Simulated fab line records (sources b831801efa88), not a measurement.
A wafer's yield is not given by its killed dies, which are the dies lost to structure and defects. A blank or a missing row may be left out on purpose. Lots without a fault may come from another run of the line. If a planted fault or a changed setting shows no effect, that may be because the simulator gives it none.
The tool behind it: which one?	flow gf180mcu	13 lots, 39 wafers sampled, at 2 steps of a route of 602

== WHAT THE GAUGES SHOWED, per wafer ==
GF_MIM_THK_MEAS_06. Usual: MIM_CVD_05_THK gives 41.8 nm (standard deviation 0.57).
lot	measured	on	MIM_CVD_05_THK (nm)	flag
L156	day 24 20:28	film metro-01	41.9 41.9 42.5	
L157	day 25 04:02	film metro-01	41.4 42.1 41.7	
L158	day 25 09:26	film metro-02	40.7 40.8 41.0	
L159	day 25 13:28	film metro-04	41.8 42.0 41.8	
L161	day 26 10:45	film metro-04	41.7 41.4 41.7	
L169	day 29 06:32	film metro-04	41.1 41.0 41.5	
L172	day 30 01:33	film metro-01	41.3 42.2 41.7	
L173	day 30 09:52	film metro-02	41.2 41.9 41.6	
L174	day 30 14:19	film metro-01	42.0 40.8 42.3	
L175	day 30 23:37	film metro-02	41.6 42.1 41.9	
L176	day 31 00:32	film metro-02	40.8 41.8 41.8	
L177	day 31 02:58	film metro-04	42.7 42.6 42.8	
L178	day 31 07:50	film metro-04	41.7 42.2 42.4	

== WHAT TOOL EACH LOT RAN ON (gives the tool, then ch and the chambers of the sampled wafers, and finally the start) ==
lot	GF_MIM_SPUTTER_01
L156	pvd sputter-01, day 24 20:19
L157	pvd sputter-01, day 25 03:53
L158	pvd sputter-03, day 25 09:17
L159	pvd sputter-01, day 25 13:19
L161	pvd sputter-03, day 26 10:35
L169	pvd sputter-04, day 29 06:23
L172	pvd sputter-03, day 30 01:23
L173	pvd sputter-01, day 30 09:43
L174	pvd sputter-04, day 30 14:10
L175	pvd sputter-01, day 30 23:28
L176	pvd sputter-03, day 31 00:21
L177	pvd sputter-01, day 31 02:47
L178	pvd sputter-03, day 31 07:41
- GF_MIM_SPUTTER_01: material TiN, target thk 30 nm, time 25 s.

== WHAT THE TOOLS THEMSELVES READ (means of the sampled wafers that have a number; where no wafer has one, the mark that the record gives instead) ==
GF_MIM_SPUTTER_01. Usual: throttle valve pct reads 30.5 % (standard deviation 1.1).
lot	tool	throttle valve pct (%)	flag
L156	pvd sputter-01	29.7	
L157	pvd sputter-01	30.7	
L158	pvd sputter-03	30.9	
L159	pvd sputter-01	31.7	
L161	pvd sputter-03	30.1	
L169	pvd sputter-04	30.3	
L172	pvd sputter-03	31.2	
L173	pvd sputter-01	31.3	
L174	pvd sputter-04	29.9	
L175	pvd sputter-01	32.4	
L176	pvd sputter-03	30.7	
L177	pvd sputter-01	30.8	
L178	pvd sputter-03	29.8	

== THE ANSWER, worked out from the rows above alone ==
Rule: a lot is off if the mean of its wafers that have a number lies more than 3 standard deviations from the usual mean. A lot without any number at a reading at which 4 lots or more have one is off too. The other lots that the step has rows for count as sound. The gauges are gone through in route order, then the tools' own readings, and for those a lot's mean is taken as printed above. The first step at which some lot is off is used, and at that step the reading that is off furthest; a lot without a number counts as furthest.
Nothing can be told from this: no lot is off at any reading shown.

== WHAT WAS PUT IN BY THE SIMULATOR ==
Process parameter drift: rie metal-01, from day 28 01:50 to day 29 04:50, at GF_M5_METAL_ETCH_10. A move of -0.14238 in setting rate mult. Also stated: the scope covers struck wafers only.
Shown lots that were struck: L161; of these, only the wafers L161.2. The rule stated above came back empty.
